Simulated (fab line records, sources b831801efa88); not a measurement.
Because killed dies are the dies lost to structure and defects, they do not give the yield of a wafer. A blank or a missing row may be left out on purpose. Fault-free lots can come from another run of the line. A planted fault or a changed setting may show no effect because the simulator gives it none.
Problem report, 8D (eight disciplines) form, completed by code ; flow sky130 ; the parts of the form that need people (team, actions taken, sign-off) are left out

1. WHAT IS WRONG
beam_energy_keV at SKY_NWELL_IMPLANT_12 reads a mean of 141.11 on 9 wafers of 3 lots; wafers without a fault read 120.00 with a standard deviation of 0.034. So: +99 or more standard deviations from the usual mean.
First seen on wafer L834.3, day 7 12:39, on implanter-04. Wafers with a number at this step in the record: 21, from 7 lots. Rule for "out", or "out of limits": more than 4 standard deviations from the usual mean. The rest of the wafers with a number are treated as sound.

2. WHAT IT IS, WHAT IT ISN'T
question;is;is not
which readings at this step;beam_energy_keV;-
which lots;L834, L835, L836;L825, L827, L842, L843
which wafers of those lots;all that have a number;-
read on which tools;implanter-04;implanter-02
when;from day 7 12:39;"up to then (6 sound wafers); but 6 sound wafers of L842, L843 came after"

3. SUSPECTS, AND WHAT RULES EACH OUT
Counting: any tool at a process step up to the reading is kept as a suspect provided that every lot that is out went through it and no sound lot did after the first of them.
- implanter-04 at SKY_NWELL_IMPLANT_12: kept. It ran every lot that is out, first L834 (day 7 12:39), and no sound lot after that. Its own readings are out on those wafers: beam_energy_keV.
Remaining after the count: implanter-04 at SKY_NWELL_IMPLANT_12.

4. THE CAUSE (what the simulator had put in)
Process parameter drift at SKY_NWELL_IMPLANT_12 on implanter-04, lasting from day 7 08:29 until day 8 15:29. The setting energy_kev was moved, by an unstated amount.
Counting left only this tool.

5. SEQUENCE OF EFFECTS, ordered by route
One row per reading whose mean, taken over the struck wafers that have a number, lies over 3 standard deviations from the usual. Only readings for which the record gives a usual standard deviation are gone through. hours: the time from each lot's start at the first step in this table that gives one to its start at this step, as a median over the lots. sigmas: the change in usual standard deviations.
hours;step;reading;usual;on struck wafers;change;sigmas
0;SKY_NWELL_IMPLANT_12;beam_energy_keV;120.00;141.11;+21.11;+99 or more
Its process steps:
- SKY_NWELL_IMPLANT_12

6. WHAT WOULD HAVE CAUGHT IT SOONER
First out-of-limits reading in this record: day 7 12:39, which is 4 hours after fault onset at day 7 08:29.
